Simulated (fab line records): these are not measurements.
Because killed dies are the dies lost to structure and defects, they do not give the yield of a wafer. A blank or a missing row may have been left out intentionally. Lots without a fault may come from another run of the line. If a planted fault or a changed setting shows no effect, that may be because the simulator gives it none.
Which tool did it? ; flow gf180mcu ; 7 lots with 21 wafers sampled at 4 steps, on a route of 602 steps

## WHAT THE GAUGES SHOWED, per wafer
GF_PSD_TW_MEAS_11.
lot;measured;on;PSD_TW
L901;day 15 16:53;filmMetro-01;3197 3173 3190
L908;day 17 17:08;filmMetro-01;30 30 30
L910;day 18 13:08;filmMetro-01;3189 3196 3174
L912;day 19 22:44;filmMetro-01;3177 3184 3177
L916;day 21 21:44;filmMetro-04;3136 3136 3143
L918;day 22 17:08;filmMetro-01;3215 3197 3218
L920;day 22 15:53;filmMetro-01;3182 3220 3209

## TOOL THAT RAN EACH LOT (tool first, then ch and the chambers of the sampled wafers, then the start)
lot;GF_STI_ETCH_14;GF_NSD_STRIP_11;GF_PSD_STRIP_10
L901;rieSi-01 ch 0,1,2, day 2 22:02;plasmaAsher-03 ch 0,1, day 14 19:47;plasmaAsher-02 ch 0,1, day 15 16:47
L908;rieSi-01 ch 1,3, day 4 10:25;plasmaAsher-02 ch 0,1, day 16 18:25;plasmaAsher-04 ch 0,1, day 17 17:04
L910;rieSi-01 ch 0,1,2, day 4 21:40;plasmaAsher-01 ch 0,1, day 17 13:09;plasmaAsher-02 ch 0,1, day 18 13:04
L912;rieSi-02 ch 0,3, day 5 06:31;plasmaAsher-01 ch 0,1, day 18 22:53;plasmaAsher-02 ch 1, day 19 22:37
L916;rieSi-01 ch 0,1, day 6 05:19;plasmaAsher-03 ch 1, day 20 21:29;plasmaAsher-04 ch 0,1, day 21 21:38
L918;rieSi-02 ch 0,2,3, day 6 22:20;plasmaAsher-03 ch 0,1, day 21 17:29;plasmaAsher-01 ch 0, day 22 17:01
L920;rieSi-02 ch 0,2, day 7 03:52;plasmaAsher-03 ch 0,1, day 21 16:32;plasmaAsher-02 ch 1, day 22 15:48
- GF_STI_ETCH_14: etches Si in HBr/Cl2/O2, target depth 360 nm, time 102.9 s.
- GF_NSD_STRIP_11: strips in O2/N2.
- GF_PSD_STRIP_10: strips in O2/N2.

## THE ANSWER, worked out from the rows above alone
Rule: the usual values come from the lots themselves. Put in order of their means at a reading, lots are off if they are a third of the lots or fewer, leave a main group of 4 or more, and stand apart from it by a gap of 3 or more times the standard deviation of the main group's means; of several such gaps the widest counts. A main group whose means are all the same, to the digits that the tables above print for the reading, isn't used. Also off: a lot with no number at a reading for which 4 or more lots have one. The other lots that the step has rows for count as sound.
Off: L908, seen at GF_PSD_TW_MEAS_11 (PSD_TW). For the main group the mean is 3184 and the standard deviation 23.
A tool fits if, at a process step before that reading, it ran every lot that is off, and no sound lot after the first of them. Those tools and the gauges at GF_PSD_TW_MEAS_11 are tried in the same way. One fits: GF_NSD_STRIP_11 on plasmaAsher-02. It ran no sound lot before its first lot that is off in this sample, so the start can't be narrowed down.

## WHAT THE SIMULATOR HAD PUT IN
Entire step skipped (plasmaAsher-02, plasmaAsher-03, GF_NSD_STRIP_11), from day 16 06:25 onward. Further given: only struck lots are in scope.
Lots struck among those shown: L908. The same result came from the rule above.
